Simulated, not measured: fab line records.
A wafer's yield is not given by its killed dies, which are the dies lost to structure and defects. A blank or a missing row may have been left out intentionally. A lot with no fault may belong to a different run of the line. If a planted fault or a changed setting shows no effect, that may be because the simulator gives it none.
What tool caused it? -- flow gf180mcu -- route of 602 steps, sampled at 1 step: 15 lots, 45 wafers

== WHAT THE GAUGES SHOWED, per wafer ==
Not one reading of a measure or inspect step in the record can be checked against a usual standard deviation.

== TOOL THAT RAN EACH LOT (tool first, then ch and the chambers of the sampled wafers, then the start) ==
lot,GF_MIM_SPUTTER_00
L466,"pvd-sputter-02, day 24 19:14"
L467,"pvd-sputter-02, day 25 15:11"
L469,"pvd-sputter-01, day 25 20:30"
L470,"pvd-sputter-02, day 26 03:29"
L471,"pvd-sputter-01, day 26 16:05"
L472,"pvd-sputter-02, day 27 02:31"
L473,"pvd-sputter-04, day 27 13:11"
L475,"pvd-sputter-02, day 27 19:14"
L476,"pvd-sputter-04, day 28 10:43"
L477,"pvd-sputter-02, day 28 12:21"
L478,"pvd-sputter-04, day 28 16:08"
L479,"pvd-sputter-02, day 28 18:34"
L480,"pvd-sputter-02, day 29 10:53"
L481,"pvd-sputter-02, day 29 13:38"
L488,"pvd-sputter-01, day 31 21:46"
- GF_MIM_SPUTTER_00: material Ti, target thk 37.5 nm, time 150 s.

== AS READ BY THE TOOLS THEMSELVES (means over the sampled wafers that have a number; for cases with no such wafer, the mark the record gives instead) ==
GF_MIM_SPUTTER_00.
lot,tool,cathode-dc-power-W (W),chamber-pressure-pa (Pa),throttle-valve-pct (%)
L466,pvd-sputter-02,3999.1,2.000,29.0
L467,pvd-sputter-02,4000.3,1.998,29.6
L469,pvd-sputter-01,3999.9,2.004,30.0
L470,pvd-sputter-02,4000.1,1.998,29.8
L471,pvd-sputter-01,4000.0,2.002,29.4
L472,pvd-sputter-02,3999.6,2.004,29.8
L473,pvd-sputter-04,3999.2,1.999,30.8
L475,pvd-sputter-02,4000.5,1.994,30.6
L476,pvd-sputter-04,3999.4,1.998,30.1
L477,pvd-sputter-02,4000.2,2.000,30.3
L478,pvd-sputter-04,-,-,-
L479,pvd-sputter-02,-,-,-
L480,pvd-sputter-02,-,-,-
L481,pvd-sputter-02,3999.5,1.998,29.9
L488,pvd-sputter-01,4000.2,2.002,29.9

== THE ANSWER, worked out from the rows above alone ==
Rule: the usual values come from the lots themselves. The widest of any qualifying gaps counts: lots, ordered by their means at a reading, are off when they make up no more than a third of the lots, leave a main group of 4 or more, and stand apart from it by 3 or more times the standard deviation of that group's means. A main group whose means are all the same, to the digits that the tables above print for the reading, isn't used. A lot without any number at a reading at which 4 lots or more have one is off too. The other lots that the step has rows for count as sound. First the gauges in route order, then the tools' own readings, where a lot's mean is used as printed above. At the first step where some lot is off, the reading lying furthest off is the one used; lots without a number count as furthest.
Off: L478, L479, L480, at GF_MIM_SPUTTER_00 (cathode-dc-power-W). Without a number there: L478, L479, L480. For the main group the mean is 3999.8 W and the standard deviation 0.44.
A tool fits if, at that step or a process step before it, it ran every lot that is off, and no sound lot after the first of them. Of those tried, none fits.

== WHAT THE SIMULATOR PUT IN ==
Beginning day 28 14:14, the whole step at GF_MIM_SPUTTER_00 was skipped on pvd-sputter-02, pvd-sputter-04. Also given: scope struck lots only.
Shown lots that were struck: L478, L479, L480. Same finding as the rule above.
